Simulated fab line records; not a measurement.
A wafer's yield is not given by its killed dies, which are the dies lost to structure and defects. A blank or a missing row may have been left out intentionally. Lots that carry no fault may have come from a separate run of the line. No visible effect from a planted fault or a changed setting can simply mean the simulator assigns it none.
Matching of chambers | flow sky130 | pecvd-03 running SKY_PASSIVATION_CVD_00: 3 sister chambers
The step deposits SiO2, target thk 90 nm. 6 wafers are shown with their chamber, then 7 later ones without.

== WAFERS, EACH WITH ITS CHAMBER ==
wafer  | chamber | heater_power_w (W) | heater_power_outer_w (W)
L664.5 | 2       | 824                | 492
L666.1 | 1       | 569                | 315
L667.1 | 2       | 831                | 487
L667.5 | 0       | 504                | 259
L671.2 | 1       | 564                | 323
L671.5 | 0       | 436                | 200

== WAFERS WITHOUT THEIR CHAMBER ==
wafer  | heater_power_w (W) | heater_power_outer_w (W)
L671.6 | 572                | 324
L673.2 | 522                | 292
L673.4 | 502                | 256
L673.6 | 527                | 295
L674.2 | 567                | 315
L674.3 | 565                | 314
L674.5 | 563                | 333

== WHICH CHAMBER EACH ONE RAN IN ==
wafer  | from the rows above     | in truth
L671.6 | 1                       | 1
L673.2 | can't be placed: 1 or 0 | 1
L673.4 | can't be placed: 0 or 1 | 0
L673.6 | can't be placed: 1 or 0 | 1
L674.2 | 1                       | 1
L674.3 | 1                       | 1
L674.5 | 1                       | 1
Correct placement for 4 of the 7. Can't be placed from these rows: 3 (the true chamber is among the candidates in 3). Wrongly placed: 0.
How it was worked out, from the rows above alone: a wafer's distance from a chamber is the root of the sum, over the readings, of the square of ((its reading less the chamber's mean) divided by the reading's scatter). If the next closest chamber is less than 2 further off than the closest, the wafer can't be placed; otherwise it belongs to the closest. For every chamber, the mean is computed from those of its wafers that are shown. The scatter is the square root of a quotient: the sum, over the shown wafers, of each reading's squared deviation from its chamber's mean, divided by wafers minus chambers.
